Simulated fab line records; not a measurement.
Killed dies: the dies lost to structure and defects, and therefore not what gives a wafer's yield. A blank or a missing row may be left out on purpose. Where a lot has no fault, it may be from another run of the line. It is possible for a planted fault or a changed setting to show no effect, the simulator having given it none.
Which of the tools did it? / flow sky130 / 18 wafers from 6 lots sampled at 2 of the route's 708 steps

## WHAT THE GAUGES READ, wafer by wafer
SKY_VT_ADJUST_HVTP_TW_MEAS_11.
lot=L409; measured=day 6 13:28; on=filmMetro-04; VT_ADJUST_HVTP_TW=1364 1359 1362
lot=L413; measured=day 7 17:43; on=filmMetro-03; VT_ADJUST_HVTP_TW=1374 1373 1370
lot=L415; measured=day 8 02:48; on=filmMetro-04; VT_ADJUST_HVTP_TW=1361 1355 1361
lot=L422; measured=day 10 04:36; on=filmMetro-03; VT_ADJUST_HVTP_TW=989 987 989
lot=L425; measured=day 10 19:28; on=filmMetro-02; VT_ADJUST_HVTP_TW=1347 1357 1354
lot=L430; measured=day 12 03:46; on=filmMetro-03; VT_ADJUST_HVTP_TW=1366 1362 1351

## WHAT TOOL EACH LOT RAN ON (gives the tool, then ch and the chambers of the sampled wafers, and finally the start)
lot=L409; SKY_VT_ADJUST_HVTP_IMPLANT_09=implanter-02 ch 0, day 6 13:13
lot=L413; SKY_VT_ADJUST_HVTP_IMPLANT_09=implanter-02 ch 0, day 7 17:28
lot=L415; SKY_VT_ADJUST_HVTP_IMPLANT_09=implanter-04 ch 0, day 8 02:33
lot=L422; SKY_VT_ADJUST_HVTP_IMPLANT_09=implanter-02 ch 0, day 10 04:21
lot=L425; SKY_VT_ADJUST_HVTP_IMPLANT_09=implanter-04 ch 0, day 10 19:15
lot=L430; SKY_VT_ADJUST_HVTP_IMPLANT_09=implanter-04 ch 0, day 12 03:31
- SKY_VT_ADJUST_HVTP_IMPLANT_09

## THE ANSWER, worked out from the rows above alone
Rule: the usual values come from the lots themselves. Put in order of their means at a reading, lots are off if they are a third of the lots or fewer, leave a main group of 4 or more, and stand apart from it by a gap of 3 or more times the standard deviation of the main group's means; of several such gaps the widest counts. Not used: any main group whose means are identical at the precision the tables above print for the reading. A lot without any number at a reading at which 4 lots or more have one is off too. The other lots that the step has rows for count as sound.
Off: L422, seen at SKY_VT_ADJUST_HVTP_TW_MEAS_11 (VT_ADJUST_HVTP_TW). Mean 1361 and standard deviation 6.4 in the main group.
A tool fits if, at a process step before that reading, it ran every lot that is off, and no sound lot after the first of them. Those tools and the gauges at SKY_VT_ADJUST_HVTP_TW_MEAS_11 are tried in the same way. One fits: implanter-02 at SKY_VT_ADJUST_HVTP_IMPLANT_09. Its last sound lot is L413 (day 7 17:28), its first lot that is off L422 (day 10 04:21): a fault that began between those two fits.

## WHAT WAS PUT IN BY THE SIMULATOR
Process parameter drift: implanter-02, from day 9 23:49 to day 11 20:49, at SKY_VT_ADJUST_HVTP_IMPLANT_09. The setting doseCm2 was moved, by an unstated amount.
Shown lots that were struck: L422. The rule above reached the same finding.
